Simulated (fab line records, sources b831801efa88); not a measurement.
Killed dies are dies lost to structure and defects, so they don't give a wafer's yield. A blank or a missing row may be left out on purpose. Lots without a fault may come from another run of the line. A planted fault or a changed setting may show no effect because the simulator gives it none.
fab line records | flow sky130
record lots=13 wafers=38 last_day=49
route steps=708 shown METAL3@534 CAPM@538 CAP2M@614 PAD_OPEN@708
lots that met no fault: from a run of the same line without faults
start_h: hours from the record's first day to the start of the lot's first wafer shown | wait_h: hours since the lot's step before | " the same as in the row above | L1.1+2: a row that stands for several wafers | - no value, or no start given | * or withheld: withheld | < > ~ a bound
route shown NAME@n: a module of which the file shows steps, and the number in the route of the first | usual: mean/standard deviation of fault-free wafers | same: alike in all rows | chamber/n: place in a boat | sites: the reading at each site | _std_site: their standard deviation | _edge_site: outer sites' mean less inner sites' | radius_mm: how far each site lies from the wafer's centre | mask NAME#n: copy n | behind: the tool/chamber that last shaped the wafer | hold: why the lot was held/for how many hours/how that ended | device: the transistor (n, p or np) that didn't switch | end of line: the same wafers' tests at the end of the route | a step without rows: its recipe alone | killed: dies lost to structure and defects at the first sort, not the wafer's yield | map: a wafer's dies, x killed, . not, _ none there
set.NAME: the setting as run; set.NAME@STEP: as run at that earlier step | model.NAME: the simulator's own value behind a step, which no gauge read
steps of the route over a sample of lots; a table a step, a row a wafer
services: from which hour (start_h, from the record's first day; less than 0 if before it) a tool's chamber was out of use, for how many hours, and why
## steps
# step SKY_METAL3_SPUTTER_02
# recipe material=AlCu target_thk_nm=735 power_w=10600 time_s=39.1 chamber_pressure_pa=0.4
# usual throttle_valve_pct=29.8/1.4
# columns lot.wafer tool chamber start_h wait_h throttle_valve_pct
L617.1 pvd_sputter-03 - 843.17 0.0 29.5
L617.5 " - " " 29.9
L617.6 " - " " 31.4
L618.1 pvd_sputter-04 - 852.97 0.0 31.0
L618.2 " - " " 28.3
L618.5 " - " " 30.8
L619.1 pvd_sputter-01 - 863.78 0.0 33.0
L619.2 " - " " 29.9
L619.4 " - " " 29.5
L625.3 pvd_sputter-03 - 897.23 0.0 28.1
L625.4 " - " " 29.9
L625.5 " - " " 28.0
L627.5 pvd_sputter-03 - 919.73 0.0 28.0
L627.6 " - " " 30.1
L628.1 pvd_sputter-01 - 919.80 0.0 29.9
L628.3 " - " " 30.0
L628.5 " - " " 29.5
L630.2 pvd_sputter-03 - 944.04 0.0 29.8
L630.5 " - " " 28.0
L630.6 " - " " 29.6
L631.1 pvd_sputter-04 - 947.72 0.0 31.4
L631.2 " - " " 28.6
L631.5 " - " " 28.5
L633.3 pvd_sputter-04 - 990.48 0.0 28.6
L633.4 " - " " 31.0
L633.6 " - " " 31.0
L635.2 pvd_sputter-03 - 992.69 0.0 29.5
L635.3 " - " " 28.0
L635.6 " - " " 29.6
L636.1 pvd_sputter-04 - 994.79 0.0 28.3
L636.2 " - " " 31.1
L636.3 " - " " 28.3
L638.2 pvd_sputter-04 - 996.73 0.0 28.4
L638.3 " - " " 31.2
L638.5 " - " " 31.1
L637.2 pvd_sputter-03 - 997.12 0.0 28.1
L637.4 " - " " 28.1
L637.6 " - " " 29.6
# step SKY_METAL3_SPUTTER_03
# recipe material=Ti target_thk_nm=5 power_w=3000 time_s=3.3 chamber_pressure_pa=0.4
# usual throttle_valve_pct=29.8/1.4
# columns lot.wafer tool chamber start_h wait_h throttle_valve_pct
L617.1 pvd_sputter-03 - 843.21 0.0 29.4
L617.5 " - " " 29.7
L617.6 " - " " 31.8
L618.1 pvd_sputter-04 - 853.01 0.0 31.2
L618.2 " - " " 28.5
L618.5 " - " " 31.0
L619.1 pvd_sputter-01 - 863.82 0.0 32.9
L619.2 " - " " 29.7
L619.4 " - " " 29.7
L625.3 pvd_sputter-03 - 897.27 0.0 28.4
L625.4 " - " " 29.4
L625.5 " - " " 28.0
L627.5 pvd_sputter-03 - 919.75 0.0 28.2
L627.6 " - " " 29.6
L628.1 pvd_sputter-01 - 919.84 0.0 29.8
L628.3 " - " " 29.6
L628.5 " - " " 29.5
L630.2 pvd_sputter-03 - 944.08 0.0 29.7
L630.5 " - " " 28.0
L630.6 " - " " 29.7
L631.1 pvd_sputter-04 - 947.75 0.0 31.1
L631.2 " - " " 28.4
L631.5 " - " " 28.3
L633.3 pvd_sputter-04 - 990.52 0.0 28.6
L633.4 " - " " 31.1
L633.6 " - " " 31.2
L635.2 pvd_sputter-03 - 992.73 0.0 29.8
L635.3 " - " " 27.9
L635.6 " - " " 29.7
L636.1 pvd_sputter-04 - 994.83 0.0 28.4
L636.2 " - " " 30.9
L636.3 " - " " 28.6
L638.2 pvd_sputter-04 - 996.76 0.0 28.6
L638.3 " - " " 31.1
L638.5 " - " " 30.8
L637.2 pvd_sputter-03 - 997.16 0.0 28.1
L637.4 " - " " 28.1
L637.6 " - " " 29.6
# step SKY_CAPM_THK_MEAS_01
# recipe reads=SiO2_of_CAPM_CVD_00
# usual CAPM_CVD_00_THK=15.41/0.3
# columns lot.wafer tool chamber start_h wait_h CAPM_CVD_00_THK[nm]
L617.1 film_metro-02 - 843.30 - 15.55
L617.5 " - " " 15.52
L617.6 " - " " 15.10
L618.1 film_metro-02 - 853.10 - 15.41
L618.2 " - " " 15.04
L618.5 " - " " 15.66
L619.1 film_metro-02 - 863.91 - 15.62
L619.2 " - " " 15.13
L619.4 " - " " 15.67
L625.3 film_metro-02 - 897.38 - 15.27
L625.4 " - " " 15.59
L625.5 " - " " 15.73
L627.5 film_metro-02 - 919.87 - 15.41
L627.6 " - " " 15.94
L628.1 film_metro-01 - 919.93 - 15.30
L628.3 " - " " 14.86
L628.5 " - " " 15.58
L630.2 film_metro-04 - 944.18 - 15.70
L630.5 " - " " 15.60
L630.6 " - " " 16.03
L631.1 film_metro-02 - 947.84 - 15.44
L631.2 " - " " 15.24
L631.5 " - " " 15.63
L633.3 film_metro-04 - 990.63 - 15.34
L633.4 " - " " 15.59
L633.6 " - " " 15.75
L635.2 film_metro-01 - 992.83 - 14.96
L635.3 " - " " 15.05
L635.6 " - " " 15.34
L636.1 film_metro-02 - 994.92 - 15.37
L636.2 " - " " 14.82
L636.3 " - " " 15.02
L638.2 film_metro-01 - 996.86 - 15.98
L638.3 " - " " 15.26
L638.5 " - " " 16.10
L637.2 film_metro-01 - 997.26 - 15.21
L637.4 " - " " 15.81
L637.6 " - " " 15.56
# step SKY_CAP2M_DEVELOP_11
# recipe resist=NOVOLAK developer=TMAH develop_time_s=60 dev_temp_c=23
# usual developer_temp_C=23.00/0.12 resist_line_temp_C=22.98/0.097
# columns lot.wafer tool chamber start_h wait_h developer_temp_C resist_line_temp_C
L617.1 litho_track-01 0 944.51 0.1 23.29 23.02
L617.5 " 0 " " 23.21 22.91
L617.6 " 0 " " 23.17 22.84
L618.1 litho_track-04 0 952.90 0.1 22.92 22.98
L618.2 " 0 " " 22.92 22.99
L618.5 " 0 " " 23.14 22.98
L619.1 litho_track-04 0 965.80 0.1 23.04 23.08
L619.2 " 0 " " 23.09 23.07
L619.4 " 0 " " 23.09 23.04
L625.3 litho_track-04 0 998.70 0.1 22.94 23.02
L625.4 " 0 " " 22.97 23.05
L625.5 " 0 " " 22.98 23.17
L627.5 litho_track-04 0 1017.00 0.1 25.30 22.96
L627.6 " 0 " " 25.17 23.14
L628.1 litho_track-04 0 1017.20 0.1 25.39 22.88
L628.3 " 0 " " 25.26 22.92
L628.5 " 0 " " 25.27 22.92
L630.2 litho_track-03 0 1039.68 0.1 23.11 22.93
L630.5 " 0 " " 22.75 22.90
L630.6 " 0 " " 22.92 22.91
L631.1 litho_track-03 0 1042.90 0.1 23.16 23.18
L631.2 " 0 " " 23.15 22.86
L631.5 " 0 " " 23.19 22.97
L633.3 litho_track-01 0 1079.96 0.1 23.07 23.13
L633.4 " 0 " " 23.12 23.05
L633.6 " 0 " " 23.19 23.07
L635.2 litho_track-01 0 1081.84 0.1 22.86 22.94
L635.3 " 0 " " 22.90 22.93
L635.6 " 0 " " 22.91 22.98
L636.1 litho_track-01 0 1084.01 0.1 22.71 22.93
L636.2 " 0 " " 22.91 22.97
L636.3 " 0 " " 22.99 22.70
L637.2 litho_track-03 0 1086.38 0.1 22.95 22.93
L637.4 " 0 " " 22.99 22.94
L637.6 " 0 " " 22.94 23.01
L638.2 litho_track-03 0 1086.68 0.1 23.00 23.10
L638.3 " 0 " " 23.02 23.09
L638.5 " 0 " " 22.96 22.89
# step SKY_PAD_OPEN_PROBE_99
# usual defect_limited_yield=82.8/1.9 killed_at_M0_to_M3=42/6.3 killed_at_M4_up=3.2/1.9 killed_at_contacts=24/5.8 killed_at_front_end=15/4.3 killed_at_other=0.2/0.62 killed_dies=85/9.3 killed_open=46/6.8 killed_short=38/6.1 sort_bin_3_pad_short=0.8/0.43 sort_bin_5_function=10.2/1.5 sort_bin_6_memory=6.2/1.1 sort_n_pass=407/9.3 sort_yield_pct=82.8/1.9
# same gross_dies=492 killed_at_back_side=0 sort_bin_4_leakage[%]=0 sort_bin_8_speed[%]=0
# columns lot.wafer tool chamber start_h wait_h defect_limited_yield[%] killed_at_M0_to_M3 killed_at_M4_up killed_at_contacts killed_at_front_end killed_at_other killed_dies killed_open killed_short sort_bin_3_pad_short[%] sort_bin_5_function[%] sort_bin_6_memory[%] sort_n_pass sort_yield_pct[%]
L631.1 prober-02 - 1148.54 0.1 84.1 46 4 15 13 0 78 42 36 1.8 8.5 5.5 414 84.1
L631.2 prober-02 - 1148.59 0.1 83.7 40 8 19 13 0 80 45 35 1.2 8.3 6.7 412 83.7
L631.5 prober-02 - 1148.74 0.2 85.4 38 3 20 11 0 72 39 33 0.2 8.5 5.9 420 85.4
L633.3 prober-02 - 1178.80 0.2 84.8 39 4 19 13 0 75 37 37 0.8 9.8 4.7 417 84.8
L633.4 prober-02 - 1178.85 0.2 84.6 38 4 25 9 0 76 41 35 0.2 9.8 5.5 416 84.6
L633.6 prober-02 - 1178.95 0.2 81.1 50 3 26 14 0 93 52 40 1.0 12.0 5.9 399 81.1
# killed by level:class
L631.1 VIA3:geometric_particle:open=8 VIA1:geometric_particle:open=7 METAL2:geometric_particle:short=7 METAL1:geometric_particle:short=6 VIA2:geometric_particle:open=6 LI_CONTACT:geometric_particle:open=5 FIELD_ISO:geometric_particle:open=4 CONTACT:geometric_particle:short=4
L631.2 VIA1:geometric_particle:open=14 LI_CONTACT:geometric_particle:open=7 METAL4:geometric_particle:short=6 CONTACT:geometric_particle:open=5 METAL3:geometric_particle:short=5 POLY_GATE:geometric_particle:open=4 VIA1:geometric_particle:short=4 VIA3:geometric_particle:open=4
L631.5 CONTACT:geometric_particle:open=10 VIA3:geometric_particle:open=9 VIA1:geometric_particle:open=7 METAL2:geometric_particle:short=5 VIA1:geometric_particle:short=4 LOCAL_INTERCONNECT:geometric_particle:short=4 METAL1:geometric_particle:short=4 FIELD_ISO:geometric_particle:open=3
L633.3 CONTACT:geometric_particle:open=8 VIA2:geometric_particle:open=7 METAL1:geometric_particle:short=6 METAL2:geometric_particle:short=6 VIA1:geometric_particle:open=6 FIELD_ISO:geometric_particle:short=5 CONTACT:geometric_particle:short=4 VIA3:geometric_particle:open=4
L633.4 LI_CONTACT:geometric_particle:open=8 CONTACT:geometric_particle:open=7 CONTACT:geometric_particle:short=6 VIA1:geometric_particle:open=6 VIA2:geometric_particle:open=6 METAL1:geometric_particle:short=5 VIA3:geometric_particle:open=5 VIA3:geometric_particle:short=4
L633.6 VIA1:geometric_particle:open=14 CONTACT:geometric_particle:open=10 LOCAL_INTERCONNECT:geometric_particle:short=8 VIA2:geometric_particle:open=8 METAL2:geometric_particle:short=7 METAL1:geometric_particle:short=6 VIA1:geometric_particle:short=5 CONTACT:geometric_particle:short=4
## services
# columns tool chamber start_h hours kind
pvd_sputter-03 - 873.25 0.6 repair
pvd_sputter-03 - 1020.89 9.8 repair
## key
first_sign step=SKY_CAP2M_DEVELOP_11 reading=developer_temp_C direction=up sigmas=20 usual=* struck=*
effect none on later readings
met_at SKY_CAP2M_DEVELOP_11
struck_lots L627,L628
not_acting_at SKY_METAL3_SPUTTER_02,SKY_METAL3_SPUTTER_03,SKY_CAPM_THK_MEAS_01
onset_between 998.70 1017.00
fault kind=process_parameter_drift tool=litho_track-04 chamber=- onset_h=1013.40 steps=SKY_CAP2M_DEVELOP_11 channel=dev_temp_c offset=* shape=step end_h=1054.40 acts_in=* stated=*
